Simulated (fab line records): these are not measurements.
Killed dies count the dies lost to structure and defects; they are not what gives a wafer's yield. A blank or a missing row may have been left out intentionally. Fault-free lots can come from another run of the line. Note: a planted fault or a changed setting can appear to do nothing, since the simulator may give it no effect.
The tool behind it: which one? | flow gf180mcu | Sampling: 13 lots, 39 wafers, 3 of 602 route steps

== WHAT THE GAUGES READ, wafer by wafer ==
GF_M2_THK_MEAS_06: measures by xrf. Usual: M2_ALCU_THK gives 441 nm (standard deviation 6.2).
lot  | measured     | on            | M2_ALCU_THK (nm) | flag
L702 | day 18 13:08 | film metro-02 | 438 442 434      |
L704 | day 19 07:07 | film metro-02 | 435 443 441      |
L705 | day 19 15:51 | film metro-03 | 439 449 438      |
L706 | day 20 02:06 | film metro-02 | 434 441 435      |
L707 | day 20 11:48 | film metro-03 | 443 449 449      |
L708 | day 20 22:38 | film metro-03 | 446 450 451      |
L709 | day 21 07:31 | film metro-02 | 434 437 438      |
L710 | day 21 18:35 | film metro-04 | 451 448 447      |
L712 | day 22 07:41 | film metro-03 | 444 444 440      |
L713 | day 22 19:01 | film metro-04 | 437 442 444      |
L716 | day 23 19:49 | film metro-02 | 437 437 438      |
L722 | day 25 14:23 | film metro-02 | 436 433          |
L723 | day 26 00:50 | film metro-03 | 442 437 449      |

== WHICH TOOL RAN EACH LOT (tool, then ch and the chambers of the sampled wafers, then the start) ==
lot  | GF_V1_ETCH_16                      | GF_V1_CMP_26
L702 | rie diel-04 ch 2,3, day 18 11:26   | cmp-02 ch 0,3, day 18 12:33
L704 | rie diel-04 ch 1,2,3, day 19 05:23 | cmp-02 ch 0,2,3, day 19 06:31
L705 | rie diel-04 ch 1,2,3, day 19 14:08 | cmp-01 ch 0,2,3, day 19 15:22
L706 | rie diel-04 ch 0,1,2, day 20 00:20 | cmp-02 ch 0,1,3, day 20 01:36
L707 | rie diel-04 ch 0,1,2, day 20 10:05 | cmp-02 ch 0,3, day 20 11:10
L708 | rie diel-03 ch 1,2,3, day 20 20:56 | cmp-01 ch 1,2,3, day 20 22:02
L709 | rie diel-04 ch 0,3, day 21 05:47   | cmp-01 ch 0,1, day 21 06:50
L710 | rie diel-01 ch 1,2, day 21 16:51   | cmp-01 ch 0,1,2, day 21 17:55
L712 | rie diel-04 ch 0,1,2, day 22 05:59 | cmp-02 ch 0,2,3, day 22 07:08
L713 | rie diel-03 ch 0,1,3, day 22 17:20 | cmp-02 ch 0,1,3, day 22 18:23
L716 | rie diel-01 ch 0,1, day 23 18:07   | cmp-02 ch 2,3, day 23 19:11
L722 | rie diel-04 ch 0,1,2, day 25 12:16 | cmp-02 ch 0,3, day 25 13:45
L723 | rie diel-04 ch 0,2,3, day 25 22:56 | cmp-01 ch 0,2,3, day 26 00:11
- GF_V1_ETCH_16: etches BARC in N2/H2.
- GF_V1_CMP_26: polishes, stops on SiO2, t overpolish 15 s, target thk 0 nm.

== WHAT THE TOOLS THEMSELVES READ (means of the sampled wafers that have a number; where no wafer has one, the mark that the record gives instead) ==
GF_V1_ETCH_16. Usual: drypump motor current A 5.5 A, standard deviation 0.43; oes product au 0.854 a.u., standard deviation 0.005; throttle valve pct 13.226 %, standard deviation 0.0093.
lot  | tool        | drypump motor current A (A) | oes product au (a.u.) | throttle valve pct (%) | flag
L702 | rie diel-04 | 5.8                         | 0.862                 | 13.234                 |
L704 | rie diel-04 | 5.4                         | 0.856                 | 13.216                 |
L705 | rie diel-04 | 5.4                         | 0.854                 | 13.232                 |
L706 | rie diel-04 | 5.4                         | 0.853                 | 13.239                 |
L707 | rie diel-04 | 5.4                         | 0.854                 | 13.230                 |
L708 | rie diel-03 | 5.5                         | 0.856                 | 13.229                 |
L709 | rie diel-04 | 5.5                         | 0.847                 | 13.222                 |
L710 | rie diel-01 | 6.1                         | 0.849                 | 13.220                 |
L712 | rie diel-04 | 5.5                         | 0.854                 | 13.232                 |
L713 | rie diel-03 | 5.4                         | 0.851                 | 13.231                 |
L716 | rie diel-01 | 5.6                         | 0.856                 | 13.227                 |
L722 | rie diel-04 | 5.4                         | 0.854                 | 13.220                 |
L723 | rie diel-04 | 5.7                         | 0.855                 | 13.221                 |

GF_V1_CMP_26. Usual: motor current A 11.1 A, standard deviation 1.5; overpolish run s 14.999 s, standard deviation 0.0097; time to endpoint s 85 s, standard deviation 3.1.
lot  | tool   | motor current A (A) | overpolish run s (s) | time to endpoint s (s) | flag
L702 | cmp-02 | 10.1                | 15.000               | 79                     |
L704 | cmp-02 | 10.5                | 15.007               | 83                     |
L705 | cmp-01 | 12.3                | 14.998               | 86                     |
L706 | cmp-02 | 10.3                | 15.009               | 84                     |
L707 | cmp-02 | 9.9                 | 14.999               | 83                     |
L708 | cmp-01 | 11.9                | 15.009               | 88                     |
L709 | cmp-01 | 11.9                | 15.004               | 89                     |
L710 | cmp-01 | 11.2                | 15.005               | 85                     |
L712 | cmp-02 | 10.4                | 14.993               | 86                     |
L713 | cmp-02 | 9.9                 | 15.008               | 87                     |
L716 | cmp-02 | 10.5                | 14.994               | 84                     |
L722 | cmp-02 | 9.8                 | 10.018               | 96                     | OFF
L723 | cmp-01 | 13.0                | 15.004               | 84                     |

== THE ANSWER, worked out from the rows above alone ==
Rule: take the mean of a lot's wafers that have a number; if it is more than 3 standard deviations from the usual mean, the lot is off. A lot without any number at a reading at which 4 lots or more have one is off too. Where the step has rows for the other lots, those lots are counted as sound. After the gauges, taken in route order, come the tools' own readings; for these a lot's mean is taken, as printed above. The first step at which some lot is off is used, and at that step the reading that is off furthest; a lot without a number counts as furthest.
Off at GF_V1_CMP_26 (overpolish run s): L722.
If a tool, at that step or one of the process steps before it, ran each lot that is off and ran no sound lot following the first of them, it fits. One fits: cmp-02 at GF_V1_CMP_26. Its last sound lot is L716 (day 23 19:11), its first lot that is off L722 (day 25 13:45): a fault that began between those two fits.
The tool's own readings at GF_V1_CMP_26 bear it out: on the lots that are off they differ by more than 5 times the standard deviation of the sound lots' means. overpolish run s reads 10.018 s there against 15.002 s on the sound lots.

== WHAT HAD BEEN PUT IN BY THE SIMULATOR ==
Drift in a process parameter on cmp-02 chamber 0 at GF_V1_CMP_26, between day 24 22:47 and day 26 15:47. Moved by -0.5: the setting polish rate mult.
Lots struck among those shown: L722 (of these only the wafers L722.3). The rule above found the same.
